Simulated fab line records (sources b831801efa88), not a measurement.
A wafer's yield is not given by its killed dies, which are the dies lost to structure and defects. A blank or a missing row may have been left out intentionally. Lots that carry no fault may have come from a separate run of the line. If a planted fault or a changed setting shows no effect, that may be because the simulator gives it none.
Which tool did it? | flow sky130 | 72 wafers from 24 lots sampled at 6 of the route's 708 steps

== WHAT THE GAUGES READ, wafer by wafer ==
SKY_RES_PROTECT_TW_MEAS_08.
lot  | measured     | on            | POLY_GATE_TW
L074 | day 15 06:40 | film_metro-01 | 4071 4068 4077
L075 | day 15 10:40 | film_metro-03 | 4066 4046 4055
L076 | day 15 18:05 | film_metro-01 | 4044 4055 4055
L077 | day 16 16:44 | film_metro-04 | 4052 4062 4048
L078 | day 17 06:56 | film_metro-03 | 4095 4104 4105
L079 | day 17 12:29 | film_metro-04 | 4074 4044 4059
L080 | day 17 16:14 | film_metro-01 | 4043 4047 4046
L081 | day 18 02:10 | film_metro-03 | 4057 4076 4067
L082 | day 18 12:35 | film_metro-04 | 4063 4054 4036
L083 | day 18 23:24 | film_metro-03 | 4055 4072 4060
L084 | day 18 23:43 | film_metro-04 | 4066 4060 4062
L085 | day 19 03:25 | film_metro-01 | 4033 4045 4060
L086 | day 19 15:43 | film_metro-04 | 4035 4022 4052
L087 | day 19 20:32 | film_metro-04 | 4061 4045 4061
L088 | day 20 15:02 | film_metro-03 | 4062 4063 4079
L089 | day 20 16:54 | film_metro-03 | 4087 4089 4086
L090 | day 21 03:02 | film_metro-03 | 4111 4080 4084
L091 | day 21 13:10 | film_metro-03 | 4081 4080 4062
L092 | day 21 18:29 | film_metro-03 | 4094 4062 4089
L093 | day 22 00:02 | film_metro-03 | 4063 4055 4047
L094 | day 22 16:48 | film_metro-01 | 4033 4040 4057
L095 | day 23 01:33 | film_metro-01 | 4057 4063 4065
L096 | day 23 06:10 | film_metro-04 | 4086 4072 4066
L097 | day 23 17:01 | film_metro-03 | 4098 4090 4104

SKY_CONTACT_THK_MEAS_03.
lot  | measured     | on            | CONTACT_HDPCVD_THK (nm)
L074 | day 30 10:47 | film_metro-03 | 574 572 569
L075 | day 30 13:13 | film_metro-02 | 553 558 554
L076 | day 31 01:08 | film_metro-01 | 555 557 560
L077 | day 31 21:08 | film_metro-02 | 567 570 564
L078 | day 32 14:05 | film_metro-01 | 564 569 570
L079 | day 32 16:25 | film_metro-01 | 570 568 571
L080 | day 32 19:48 | film_metro-03 | 566 564 571
L081 | day 33 07:03 | film_metro-03 | 569 572 566
L082 | day 33 18:01 | film_metro-01 | 568 568 571
L083 | day 34 00:29 | film_metro-01 | 562 566 571
L084 | day 34 03:16 | film_metro-02 | 566 565 565
L085 | day 34 22:56 | film_metro-03 | 565 564 568
L086 | day 35 00:37 | film_metro-02 | 579 573 571
L087 | day 34 23:28 | film_metro-02 | 574 564 574
L088 | day 35 08:11 | film_metro-01 | 566 566 562
L089 | day 35 09:46 | film_metro-02 | 561 558 564
L090 | day 35 16:22 | film_metro-01 | 562 569 565
L091 | day 36 03:02 | film_metro-02 | 560 562 560
L092 | day 36 07:31 | film_metro-03 | 571 562 574
L093 | day 36 11:22 | film_metro-01 | 568 566 563
L094 | day 37 03:01 | film_metro-03 | 560 562 557
L095 | day 37 09:47 | film_metro-03 | 575 572 565
L096 | day 37 16:11 | film_metro-03 | 570 571 565
L097 | day 38 04:04 | film_metro-01 | 563 561 547

SKY_VIA3_OVL_MEAS_13.
lot  | measured     | on         | VIA3_OVL (nm)
L074 | day 39 17:19 | overlay-02 | -1 6 8
L075 | day 39 17:40 | overlay-02 | -4 7 -3
L076 | day 40 03:04 | overlay-02 | 8 -4 5
L077 | day 40 22:31 | overlay-02 | 6 -2 -4
L078 | day 41 13:58 | overlay-01 | 0 -5 -5
L079 | day 41 16:19 | overlay-02 | -1 1 -4
L080 | day 41 19:01 | overlay-01 | 3 6 0
L081 | day 42 02:55 | overlay-01 | -6 5 -2
L082 | day 42 14:25 | overlay-02 | -7 -5 -13
L083 | day 42 21:16 | overlay-02 | 3 3 5
L084 | day 42 21:43 | overlay-02 | -3 -4 -3
L085 | day 43 15:20 | overlay-01 | 1 -9 4
L086 | day 43 17:38 | overlay-01 | 2 8 1
L087 | day 43 17:58 | overlay-01 | -2 5 4
L088 | day 43 23:07 | overlay-02 | -4 -8 0
L089 | day 44 01:07 | overlay-01 | 4 5 3
L090 | day 44 06:13 | overlay-02 | 1 -11 -8
L091 | day 44 15:35 | overlay-01 | -6 0 1
L092 | day 44 19:19 | overlay-02 | 2 5 5
L093 | day 44 21:55 | overlay-02 | 6 2 -1
L094 | day 45 10:16 | overlay-02 | -2 -6 0
L095 | day 45 17:28 | overlay-02 | 10 9 0
L096 | day 45 22:46 | overlay-02 | 0 4 2
L097 | day 46 06:29 | overlay-02 | -4 -5 -8

== WHAT TOOL EACH LOT RAN ON (gives the tool, then ch and the chambers of the sampled wafers, and finally the start) ==
lot  | SKY_POLY_CUT_STRIP_12                | SKY_LOCAL_INTERCONNECT_SPUTTER_00 | SKY_CONTACT_CMP_04
L074 | plasma_asher-03 ch 0,1, day 24 08:25 | pvd_sputter-01, day 29 06:25      | cmp-02 ch 0,2,3, day 30 10:56
L075 | plasma_asher-01 ch 0,1, day 24 11:41 | pvd_sputter-03, day 29 07:35      | cmp-02 ch 0,3, day 30 13:16
L076 | plasma_asher-01 ch 0,1, day 24 22:35 | pvd_sputter-01, day 29 20:01      | cmp-02 ch 1,3, day 31 01:15
L077 | plasma_asher-03 ch 0, day 25 20:08   | pvd_sputter-01, day 30 17:11      | cmp-02 ch 1,3, day 31 21:12
L078 | plasma_asher-04 ch 0,1, day 26 10:59 | pvd_sputter-04, day 31 09:11      | cmp-01 ch 0,3, day 32 14:11
L079 | plasma_asher-01 ch 0,1, day 26 16:27 | pvd_sputter-04, day 31 11:56      | cmp-02 ch 0,1, day 32 16:29
L080 | plasma_asher-04 ch 0, day 26 22:25   | pvd_sputter-04, day 31 15:17      | cmp-02 ch 0,2, day 32 20:01
L081 | plasma_asher-01 ch 0,1, day 27 07:17 | pvd_sputter-03, day 32 02:28      | cmp-01 ch 0,3, day 33 07:06
L082 | plasma_asher-03 ch 0,1, day 27 18:26 | pvd_sputter-01, day 32 14:01      | cmp-02 ch 0,1,3, day 33 18:05
L083 | plasma_asher-03 ch 0,1, day 28 02:35 | pvd_sputter-01, day 32 20:02      | cmp-01 ch 1,3, day 34 00:35
L084 | plasma_asher-03 ch 1, day 28 05:05   | pvd_sputter-01, day 32 22:44      | cmp-02 ch 0,1, day 34 03:22
L085 | plasma_asher-03 ch 0,1, day 29 01:49 | pvd_sputter-04, day 33 19:26      | cmp-02 ch 0,1, day 34 23:11
L086 | plasma_asher-01 ch 0,1, day 29 02:10 | pvd_sputter-04, day 33 21:10      | cmp-01 ch 0,1,2, day 35 00:40
L087 | plasma_asher-04 ch 0,1, day 29 01:50 | pvd_sputter-04, day 33 19:56      | cmp-01 ch 1,2,3, day 34 23:35
L088 | plasma_asher-03 ch 0,1, day 29 13:26 | pvd_sputter-01, day 34 04:43      | cmp-01 ch 0,2,3, day 35 08:14
L089 | plasma_asher-03 ch 0,1, day 29 13:44 | pvd_sputter-03, day 34 05:52      | cmp-02 ch 1,2,3, day 35 09:49
L090 | plasma_asher-01 ch 0,1, day 29 22:26 | pvd_sputter-03, day 34 12:56      | cmp-01 ch 0,2,3, day 35 16:25
L091 | plasma_asher-03 ch 0,1, day 30 08:20 | pvd_sputter-01, day 34 23:29      | cmp-02 ch 0,1, day 36 03:18
L092 | plasma_asher-03 ch 0,1, day 30 13:41 | pvd_sputter-01, day 35 03:44      | cmp-01 ch 0,2,3, day 36 07:41
L093 | plasma_asher-01 ch 0,1, day 30 18:05 | pvd_sputter-01, day 35 08:15      | cmp-01 ch 0,3, day 36 11:28
L094 | plasma_asher-04 ch 0,1, day 31 09:17 | pvd_sputter-04, day 35 23:22      | cmp-02 ch 0,2, day 37 03:04
L095 | plasma_asher-01 ch 0,1, day 31 17:08 | pvd_sputter-01, day 36 07:22      | cmp-01 ch 0,1,3, day 37 09:53
L096 | plasma_asher-03 ch 0,1, day 31 23:01 | pvd_sputter-04, day 36 13:14      | cmp-01 ch 1,2,3, day 37 16:13
L097 | plasma_asher-01 ch 0,1, day 32 12:37 | pvd_sputter-01, day 37 01:07      | cmp-02 ch 0,1,2, day 38 04:11
- SKY_POLY_CUT_STRIP_12: strips in O2/N2.
- SKY_LOCAL_INTERCONNECT_SPUTTER_00: material TiN, target thk 100 nm, time 83.3 s.
- SKY_CONTACT_CMP_04: polishes SiO2.

== AS READ BY THE TOOLS THEMSELVES (means over the sampled wafers that have a number; for cases with no such wafer, the mark the record gives instead) ==
SKY_POLY_CUT_STRIP_12.
lot  | tool            | drypump_motor_current_A (A) | oes_product_au (a.u.) | strip_time_to_endpoint_s (s)
L074 | plasma_asher-03 | 5.27                        | 0.452                 | 5.367
L075 | plasma_asher-01 | 5.33                        | 0.450                 | 5.364
L076 | plasma_asher-01 | 5.30                        | 0.446                 | 5.357
L077 | plasma_asher-03 | 4.79                        | 0.450                 | 5.353
L078 | plasma_asher-04 | 5.51                        | 0.448                 | 5.354
L079 | plasma_asher-01 | 5.41                        | 0.447                 | 5.347
L080 | plasma_asher-04 | 5.31                        | 0.455                 | 5.380
L081 | plasma_asher-01 | 5.40                        | 0.451                 | 5.342
L082 | plasma_asher-03 | 5.26                        | 0.448                 | 5.346
L083 | plasma_asher-03 | 5.04                        | 0.455                 | 5.360
L084 | plasma_asher-03 | 5.50                        | 0.450                 | 5.368
L085 | plasma_asher-03 | 5.26                        | 0.453                 | 5.374
L086 | plasma_asher-01 | 5.42                        | 0.454                 | 5.329
L087 | plasma_asher-04 | 5.51                        | 0.449                 | 5.373
L088 | plasma_asher-03 | 5.27                        | 0.454                 | 5.326
L089 | plasma_asher-03 | 5.28                        | 0.453                 | 5.345
L090 | plasma_asher-01 | 5.42                        | 0.455                 | 5.342
L091 | plasma_asher-03 | 5.28                        | 0.453                 | 5.366
L092 | plasma_asher-03 | 5.27                        | 0.449                 | 5.354
L093 | plasma_asher-01 | 5.33                        | 0.446                 | 5.359
L094 | plasma_asher-04 | 5.52                        | 0.453                 | 5.358
L095 | plasma_asher-01 | 5.43                        | 0.452                 | 5.348
L096 | plasma_asher-03 | 5.03                        | 0.454                 | 5.336
L097 | plasma_asher-01 | 5.43                        | 0.450                 | 5.365

SKY_LOCAL_INTERCONNECT_SPUTTER_00.
lot  | tool           | throttle_valve_pct (%)
L074 | pvd_sputter-01 | 30.3
L075 | pvd_sputter-03 | 30.7
L076 | pvd_sputter-01 | 29.5
L077 | pvd_sputter-01 | 30.3
L078 | pvd_sputter-04 | 29.2
L079 | pvd_sputter-04 | 28.9
L080 | pvd_sputter-04 | 28.4
L081 | pvd_sputter-03 | 30.2
L082 | pvd_sputter-01 | 30.2
L083 | pvd_sputter-01 | 30.2
L084 | pvd_sputter-01 | 29.5
L085 | pvd_sputter-04 | 29.3
L086 | pvd_sputter-04 | 29.0
L087 | pvd_sputter-04 | 28.5
L088 | pvd_sputter-01 | 30.4
L089 | pvd_sputter-03 | 29.6
L090 | pvd_sputter-03 | 30.3
L091 | pvd_sputter-01 | 30.2
L092 | pvd_sputter-01 | 30.7
L093 | pvd_sputter-01 | 30.3
L094 | pvd_sputter-04 | 28.4
L095 | pvd_sputter-01 | 30.5
L096 | pvd_sputter-04 | 28.6
L097 | pvd_sputter-01 | 30.2

SKY_CONTACT_CMP_04.
lot  | tool   | motor_current_A (A) | time_to_endpoint_s (s)
L074 | cmp-02 | 12.8                | 88
L075 | cmp-02 | 12.0                | 83
L076 | cmp-02 | 12.2                | 81
L077 | cmp-02 | 12.3                | 86
L078 | cmp-01 | 11.6                | 85
L079 | cmp-02 | 12.3                | 87
L080 | cmp-02 | 12.7                | 88
L081 | cmp-01 | 11.4                | 86
L082 | cmp-02 | 12.2                | 90
L083 | cmp-01 | 11.2                | 79
L084 | cmp-02 | 12.4                | 89
L085 | cmp-02 | 12.4                | 90
L086 | cmp-01 | 12.5                | 86
L087 | cmp-01 | 12.3                | 80
L088 | cmp-01 | 12.1                | 81
L089 | cmp-02 | 12.4                | 86
L090 | cmp-01 | 12.1                | 80
L091 | cmp-02 | 12.4                | 85
L092 | cmp-01 | 12.2                | 83
L093 | cmp-01 | 11.2                | 81
L094 | cmp-02 | 12.8                | 90
L095 | cmp-01 | 11.3                | 82
L096 | cmp-01 | 12.1                | 81
L097 | cmp-02 | 12.4                | 88

== THE ANSWER, worked out from the rows above alone ==
Rule: what is usual is taken from the lots themselves. Put in order of their means at a reading, lots are off if they are a third of the lots or fewer, leave a main group of 4 or more, and stand apart from it by a gap of 3 or more times the standard deviation of the main group's means; of several such gaps the widest counts. A main group is skipped when, at the precision printed for the reading in the tables above, its means are all equal. A lot without any number at a reading at which 4 lots or more have one is off too. All remaining lots with rows at the step are treated as sound. First the gauges in route order, then the tools' own readings, where a lot's mean is used as printed above. The first step at which some lot is off is used, and at that step the reading that is off furthest; a lot without a number counts as furthest.
Across all readings shown, no lot is off: no conclusion can be drawn from this.

== WHAT THE SIMULATOR PUT IN ==
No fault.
